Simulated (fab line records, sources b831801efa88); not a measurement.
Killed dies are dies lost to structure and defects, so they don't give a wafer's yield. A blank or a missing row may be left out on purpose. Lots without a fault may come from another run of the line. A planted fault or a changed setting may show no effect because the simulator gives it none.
A struck lot beside a sound one | flow gf180mcu | 18 steps out of a route of 602
Sound: wafers L185.2, L185.3, L185.4. Struck: wafers L189.2, L189.4, L189.6. The cause comes at the end.
At each step with rows: each side's tool, then ch and its chambers, then its first start. Under that, the readings that differ: sound wafers | struck wafers | difference of the means | sigmas: that difference in standard deviations of wafers without a fault.
alike: readings whose means differ by less than 2 such deviations, and words and numbers that are the same on both sides. not compared: withheld readings, readings that some wafer has no value for, bounds like >300 that may hide the same value, and numbers for which the record gives no deviation and whose values overlap.
The two part at a step that has a row with sigmas, a row that says differs or no value, or rows on one side only. Numbers that don't overlap but have no deviation are shown without sigmas and don't part them. A reading that every wafer of one side lacks parts them only if that side has two wafers or more.

first, 3 steps without rows for these wafers: GF_V4_EXPOSE_11 (exposes mask Via4, target cd 260 nm); GF_V4_PEB_12 (peb time 90 s); GF_V4_DEVELOP_13 (develop time 60 s).
GF_V4_CD_MEAS_14: target cd 260 nm.
  sound on cd_sem-02, day 25 07:34; struck on cd_sem-02, day 26 20:10
  alike: cd_nm
GF_V4_OVL_MEAS_15:
  sound on overlay-02, day 25 07:40; struck on overlay-01, day 26 20:17
  alike: V4_OVL
GF_V4_ETCH_16: etches BARC in N2/H2.
  sound on rie_diel-04 ch 0,2,3, day 25 07:42; struck on rie_diel-01 ch 1,2,3, day 26 20:19
  alike: chamber_pressure_mTorr, drypump_motor_current_A, oes_product_au, throttle_valve_pct
GF_V4_ETCH_17: etches SiO2 in C4F8/O2/Ar, stops on TiN, target depth 630 nm.
  sound on rie_diel-04 ch 0,2,3; struck on rie_diel-01 ch 1,2,3
  alike: chamber_pressure_mTorr, oes_product_au
then, 3 steps without rows for these wafers: GF_V4_STRIP_18 (strips in O2/N2); GF_V4_STRIP_19 (strips in post etch residue remover, time 1200 s); GF_V4_CLEAN_20 (cleans in DIW).
GF_V4_SPUTTER_21: material Ti, target thk 15 nm, time 80.02 s.
  sound on pvd_sputter-04, day 25 08:22; struck on pvd_sputter-04, day 26 20:58
  alike: throttle_valve_pct
GF_V4_SPUTTER_22: material TiN, target thk 10 nm, time 40 s.
  sound on pvd_sputter-04, day 25 08:25; struck on pvd_sputter-04, day 26 21:02
  alike: throttle_valve_pct
GF_V4_CVD_23: deposits W, target thk 350 nm, time 104.9 s.
  sound on cvd_w-01 ch 0,1, day 25 08:28; struck on cvd_w-01 ch 0,1, day 26 21:04
  reading                          | sound             | struck            | difference | sigmas
  chamber_pressure_Torr (Torr)     | 39.95 39.97 40.05 | 60.41 60.37 60.51 | +20.44     | +99 or more
  model.W_of_V4_CVD_23.thk_nm (nm) | 356.3 353 356.1   | 433.7 431.6 427.3 | +75.7      |
  alike: heater_power_w, susceptor_temp_C
GF_V4_RS_MEAS_24: measures by four-point-probe.
  sound on film_metro-01, day 25 08:35; struck on film_metro-01, day 26 21:12
  reading          | sound             | struck            | difference | sigmas
  V4_W_RS (ohm/sq) | 0.322 0.325 0.322 | 0.264 0.265 0.267 | -0.058     | -14
GF_V4_THK_MEAS_25: measures by xrf.
  sound on film_metro-01, day 25 08:42; struck on film_metro-01, day 26 21:19
  reading       | sound       | struck      | difference | sigmas
  V4_W_THK (nm) | 363 360 363 | 441 435 431 | +74        | +11
GF_V4_CMP_26: polishes, stops on SiO2, t overpolish 15 s, target thk 0 nm.
  sound on cmp-02 ch 0,1,3, day 25 08:45; struck on cmp-02 ch 0,1,2, day 26 21:28
  reading                | sound    | struck     | difference | sigmas
  time_to_endpoint_s (s) | 78 85 83 | 108 110 98 | +23        | +7
  alike: head_pressure_psi, motor_current_A
GF_MIM_SPUTTER_00: material Ti, target thk 37.5 nm, time 150 s.
  sound on pvd_sputter-02, day 25 09:03; struck on pvd_sputter-03, day 26 21:40
  alike: throttle_valve_pct
-- the record jumps here: 4 days lie between the struck wafers' starts before and after (it left off in module MIM and takes up again in module PASSIVATION, whose first step shown is number 602 of the route) --
GF_PASSIVATION_PROBE_99:
  the record has rows for the struck wafers here (prober-02, day 31 06:47) and none for the sound ones

WHERE THEY PART
First at GF_V4_CVD_23; last, within this record, at GF_PASSIVATION_PROBE_99.

WHY: what the simulator had put in
Process parameter drift: cvd_w-01, from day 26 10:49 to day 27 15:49, at GF_V4_CVD_23. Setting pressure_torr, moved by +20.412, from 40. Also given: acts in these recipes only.
